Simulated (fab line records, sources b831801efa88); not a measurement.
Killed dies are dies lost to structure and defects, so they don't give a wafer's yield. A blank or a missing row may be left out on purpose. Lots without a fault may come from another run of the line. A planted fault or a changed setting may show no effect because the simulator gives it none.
Which tool did it? | flow gf180mcu | 12 lots, 36 wafers sampled, at 1 step of a route of 602

WHAT THE GAUGES READ, wafer by wafer
GF_VT_IMPLANT_TW_MEAS_10.
lot  | measured     | on            | VT_IMPLANT_TW
L075 | day 5 23:11  | film_metro-01 | 564 559 564
L077 | day 6 09:18  | film_metro-04 | 568 565 567
L079 | day 6 16:56  | film_metro-04 | 565 564 565
L081 | day 7 09:02  | film_metro-02 | 558 559 559
L083 | day 7 20:29  | film_metro-04 | 569 566 567
L085 | day 8 10:37  | film_metro-01 | 563 566 563
L087 | day 8 22:04  | film_metro-02 | 559 560 561
L089 | day 9 12:26  | film_metro-02 | 559 558 561
L092 | day 10 13:52 | film_metro-01 | 562 563 563
L093 | day 10 23:32 | film_metro-01 | 562 562 567
L095 | day 11 08:50 | film_metro-04 | 570 567 569
L096 | day 11 17:57 | film_metro-01 | 561 563 564

WHICH TOOL RAN EACH LOT (tool, then ch and the chambers of the sampled wafers, then the start)
The record holds no process step before these readings.

THE ANSWER, worked out from the rows above alone
Rule: what is usual is taken from the lots themselves. Put in order of their means at a reading, lots are off if they are a third of the lots or fewer, leave a main group of 4 or more, and stand apart from it by a gap of 3 or more times the standard deviation of the main group's means; of several such gaps the widest counts. A main group whose means are all the same, to the digits that the tables above print for the reading, isn't used. A lot without any number at a reading at which 4 lots or more have one is off too. The other lots that the step has rows for count as sound.
No lot is off at any reading shown: from this, nothing can be told.

WHAT THE SIMULATOR HAD PUT IN
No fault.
